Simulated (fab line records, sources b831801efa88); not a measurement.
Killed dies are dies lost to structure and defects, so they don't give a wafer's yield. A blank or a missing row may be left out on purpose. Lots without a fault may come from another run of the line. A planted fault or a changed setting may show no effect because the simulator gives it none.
Which tool did it? | flow gf180mcu | 14 lots, 42 wafers sampled, at 6 steps of a route of 602

WHAT THE GAUGES READ, wafer by wafer
GF_STI_BOW_MEAS_00.
lot  | measured    | on            | INCOMING_BOW (um)
L397 | day 1 10:02 | film_metro-04 | 1 -4 0
L399 | day 1 20:00 | film_metro-04 | 0 -6 -3
L401 | day 2 06:00 | film_metro-01 | 1 10 1
L402 | day 2 11:00 | film_metro-03 | 0 -2 4
L403 | day 2 16:00 | film_metro-04 | -2 3 -3
L404 | day 2 21:00 | film_metro-03 | -10 -6 -3
L405 | day 3 02:04 | film_metro-03 | -5 -6 -12
L406 | day 3 07:00 | film_metro-01 | 2 -3 -16
L407 | day 3 12:00 | film_metro-01 | -1 -7 6
L411 | day 4 08:00 | film_metro-04 | 3 -9 6
L413 | day 4 18:01 | film_metro-03 | 2 3 -6
L418 | day 5 19:02 | film_metro-04 | -4 -8 -3
L419 | day 6 00:01 | film_metro-04 | -3 1 -6
L420 | day 6 05:01 | film_metro-04 | -2 -3 2

GF_STI_CD_MEAS_12: target cd 220 nm.
lot  | measured    | on        | cd_nm (nm)
L397 | day 2 02:24 | cd_sem-01 | 219.6 220.4 220.1
L399 | day 2 15:24 | cd_sem-02 | 220.0 221.3 219.6
L401 | day 2 22:00 | cd_sem-02 | 219.6 220.1 220.0
L402 | day 3 02:39 | cd_sem-02 | 219.5 220.1 219.5
L403 | day 3 08:15 | cd_sem-02 | 218.6 219.3 218.3
L404 | day 3 13:03 | cd_sem-01 | 217.6 218.3 218.3
L405 | day 3 18:49 | cd_sem-02 | 220.7 220.6 220.9
L406 | day 3 23:24 | cd_sem-02 | 219.0 218.5 219.6
L407 | day 4 04:54 | cd_sem-01 | 220.9 220.8 220.2
L411 | day 5 01:43 | cd_sem-01 | 220.0 219.5 218.8
L413 | day 5 12:43 | cd_sem-01 | 219.6 221.3 220.2
L418 | day 6 14:11 | cd_sem-02 | 217.5 218.8 218.6
L419 | day 6 19:40 | cd_sem-02 | 221.0 220.7 221.2
L420 | day 7 00:07 | cd_sem-01 | 220.6 218.9 221.3

GF_DNWELL_TW_MEAS_09.
lot  | measured    | on            | DNWELL_TW
L397 | day 2 20:25 | film_metro-04 | 1367 1365 1361
L399 | day 3 10:00 | film_metro-03 | 1363 1361 1355
L401 | day 3 16:50 | film_metro-03 | 1365 1356 1360
L402 | day 3 21:06 | film_metro-02 | 1334 1328 1335
L403 | day 4 01:57 | film_metro-04 | 1354 1351 1357
L404 | day 4 07:00 | film_metro-02 | 1334 1333 1334
L405 | day 4 15:16 | film_metro-02 | 1334 1329 1331
L406 | day 4 19:14 | film_metro-04 | 1356 1356 1356
L407 | day 4 23:30 | film_metro-04 | 1362 1351 1358
L411 | day 5 21:57 | film_metro-04 | 1367 1359 1351
L413 | day 6 08:07 | film_metro-02 | 1333 1338 1331
L418 | day 7 10:25 | film_metro-04 | 1363 1359 1361
L419 | day 7 16:23 | film_metro-04 | 1360 1353 1357
L420 | day 7 20:44 | film_metro-02 | 1336 1333 1332

GF_LVPWELL_TW_MEAS_11.
lot  | measured    | on            | LVPWELL_TW
L397 | day 3 23:12 | film_metro-01 | 559 553 555
L399 | day 4 13:26 | film_metro-04 | 561 565 567
L401 | day 4 19:38 | film_metro-02 | 553 554 553
L402 | day 5 01:02 | film_metro-04 | 561 563 562
L403 | day 5 05:50 | film_metro-02 | 558 558 553
L404 | day 5 10:44 | film_metro-02 | 556 550 554
L405 | day 5 19:46 | film_metro-04 | 569 567 570
L406 | day 5 23:41 | film_metro-04 | 564 562 564
L407 | day 6 05:08 | film_metro-01 | 556 553 553
L411 | day 7 06:54 | film_metro-01 | 666 659 662
L413 | day 7 16:01 | film_metro-04 | 676 674 677
L418 | day 8 21:07 | film_metro-02 | 661 663 663
L419 | day 9 00:47 | film_metro-02 | 550 551 554
L420 | day 9 06:56 | film_metro-02 | 553 554 552

GF_VT_IMPLANT_RS_MEAS_48: measures by four-point-probe.
lot  | measured     | on            | LVPWELL_RS (ohm/sq)
L397 | day 7 15:29  | film_metro-01 | 1198 1203 1197
L399 | day 8 08:15  | film_metro-01 | 1193 1194 1194
L401 | day 8 15:38  | film_metro-04 | 1194 1192 1196
L402 | day 8 23:10  | film_metro-01 | 1201 1200 1200
L403 | day 9 06:16  | film_metro-04 | 1193 1194 1194
L404 | day 9 10:31  | film_metro-04 | 1201 1202 1204
L405 | day 9 21:44  | film_metro-01 | 1191 1194 1192
L406 | day 10 02:34 | film_metro-02 | 1199 1200 1200
L407 | day 10 09:50 | film_metro-04 | 1196 1195 1196
L411 | day 11 14:32 | film_metro-04 | 843 841 842
L413 | day 12 01:34 | film_metro-01 | 842 842 846
L418 | day 13 13:05 | film_metro-02 | 843 840 841
L419 | day 13 17:15 | film_metro-02 | 1200 1197 1200
L420 | day 14 01:27 | film_metro-01 | 1200 1193 1199

WHICH TOOL RAN EACH LOT (tool, then ch and the chambers of the sampled wafers, then the start)
lot  | GF_LVPWELL_IMPLANT_08
L397 | implanter-02 ch 0, day 3 22:50
L399 | implanter-01 ch 0, day 4 13:02
L401 | implanter-02 ch 0, day 4 19:14
L402 | implanter-03 ch 0, day 5 00:38
L403 | implanter-03 ch 0, day 5 05:26
L404 | implanter-02 ch 0, day 5 10:20
L405 | implanter-01 ch 0, day 5 19:25
L406 | implanter-01 ch 0, day 5 23:17
L407 | implanter-02 ch 0, day 6 04:44
L411 | implanter-01 ch 0, day 7 05:20
L413 | implanter-02 ch 0, day 7 15:19
L418 | implanter-03 ch 0, day 8 20:26
L419 | implanter-01 ch 0, day 9 00:25
L420 | implanter-02 ch 0, day 9 06:32
- GF_LVPWELL_IMPLANT_08

WHAT THE TOOLS THEMSELVES READ (means of the sampled wafers that have a number; where no wafer has one, the mark that the record gives instead)
The record holds no such reading with a usual standard deviation.

THE ANSWER, worked out from the rows above alone
Rule: what is usual is taken from the lots themselves. Put in order of their means at a reading, lots are off if they are a third of the lots or fewer, leave a main group of 4 or more, and stand apart from it by a gap of 3 or more times the standard deviation of the main group's means; of several such gaps the widest counts. A main group whose means are all the same, to the digits that the tables above print for the reading, isn't used. A lot without any number at a reading at which 4 lots or more have one is off too. The other lots that the step has rows for count as sound. The gauges are gone through in route order, then the tools' own readings, and for those a lot's mean is taken as printed above. The first step at which some lot is off is used, and at that step the reading that is off furthest; a lot without a number counts as furthest.
Off: L411, L413, L418, at GF_LVPWELL_TW_MEAS_11 (LVPWELL_TW). The main group: mean 558, standard deviation 5.5.
A tool fits if, at a process step before that reading, it ran every lot that is off, and no sound lot after the first of them. The gauges at GF_LVPWELL_TW_MEAS_11 are tried like those tools. None of those tried fits.

WHAT THE SIMULATOR HAD PUT IN
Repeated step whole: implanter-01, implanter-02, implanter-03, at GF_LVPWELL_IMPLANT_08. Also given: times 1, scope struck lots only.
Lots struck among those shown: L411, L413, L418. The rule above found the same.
